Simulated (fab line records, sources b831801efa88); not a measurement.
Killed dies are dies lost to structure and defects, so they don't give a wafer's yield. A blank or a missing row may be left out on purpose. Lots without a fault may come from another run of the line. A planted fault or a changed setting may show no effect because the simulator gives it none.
Chamber matching | flow gf180mcu | GF_V2_CMP_04 on cmp-01: 4 sister chambers
The step polishes SiO2. 4 wafers are shown with their chamber, then 8 later ones without.

WAFERS WITH THEIR CHAMBER
wafer  | chamber | motor_current_A (A)
L345.5 | 0       | 10.6
L355.4 | 3       | 10.6
L355.6 | 1       | 9.6
L356.2 | 2       | 13.2

WAFERS WITHOUT THEIR CHAMBER
wafer  | motor_current_A (A)
L356.5 | 13.5
L356.6 | 9.8
L357.1 | 10.4
L357.3 | 9.7
L357.4 | 13.3
L359.2 | 10.8
L359.3 | 13.0
L359.5 | 11.3

WHICH CHAMBER EACH WENT THROUGH
wafer  | from the rows above          | in truth
L356.5 | 2                            | 2
L356.6 | can't be placed: 1 or 0 or 3 | 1
L357.1 | can't be placed: 0 or 3 or 1 | 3
L357.3 | 1                            | 1
L357.4 | 2                            | 2
L359.2 | can't be placed: 0 or 3      | 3
L359.3 | 2                            | 2
L359.5 | can't be placed: 0 or 3      | 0
Placed correctly: 4 of 8. Can't be placed from these rows: 4 (the true chamber is among the candidates in 4). Placed wrongly: 0.
How it was worked out, from the rows above alone: a wafer's distance from a chamber is the root of the sum, over the readings, of the square of ((its reading less the chamber's mean) divided by the reading's scatter). The wafer belongs to the nearest chamber; if the next one is less than 2 further off, it can't be placed. A chamber's mean is the mean of its shown wafers. The scatter: with one shown wafer a chamber, the root of the mean of the squares of how far each hidden wafer lies from its nearest shown one.
